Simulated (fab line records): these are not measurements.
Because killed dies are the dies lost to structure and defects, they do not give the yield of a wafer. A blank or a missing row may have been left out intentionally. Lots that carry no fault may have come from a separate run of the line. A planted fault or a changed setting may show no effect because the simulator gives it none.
What tool caused it? + flow gf180mcu + 7 lots, 21 wafers sampled, at 1 step of a route of 602

WHAT EACH GAUGE READ, for each wafer
GF_M2_CD_MEAS_14 targets a cd of 280 nm.
| lot  | measured     | on        | cd nm (nm)        |
|------|--------------|-----------|-------------------|
| L781 | day 20 06:41 | cd sem-01 | 280.4 280.8 280.7 |
| L783 | day 21 06:01 | cd sem-01 | 280.0 279.2 279.3 |
| L786 | day 22 01:10 | cd sem-02 | 280.7 280.5 280.8 |
| L793 | day 25 00:04 | cd sem-02 | 281.1 279.7 279.9 |
| L795 | day 25 07:40 | cd sem-02 | 280.9 281.0 281.0 |
| L797 | day 26 02:07 | cd sem-01 | 280.7 280.2 279.7 |
| L800 | day 27 01:22 | cd sem-01 | 277.4 280.1 278.9 |

WHAT TOOL EACH LOT RAN ON (gives the tool, then ch and the chambers of the sampled wafers, and finally the start)
The record holds no process step before these readings.

THE ANSWER, worked out from the rows above alone
Rule: the lots themselves supply what counts as usual. The widest of any qualifying gaps counts: lots, ordered by their means at a reading, are off when they make up no more than a third of the lots, leave a main group of 4 or more, and stand apart from it by 3 or more times the standard deviation of that group's means. A main group whose means are all the same, to the digits that the tables above print for the reading, isn't used. A lot without any number at a reading at which 4 lots or more have one is off too. Any other lot the step has rows for is counted as sound.
No lot is off on any of the readings shown, so nothing can be concluded from this.

WHAT WAS PUT IN BY THE SIMULATOR
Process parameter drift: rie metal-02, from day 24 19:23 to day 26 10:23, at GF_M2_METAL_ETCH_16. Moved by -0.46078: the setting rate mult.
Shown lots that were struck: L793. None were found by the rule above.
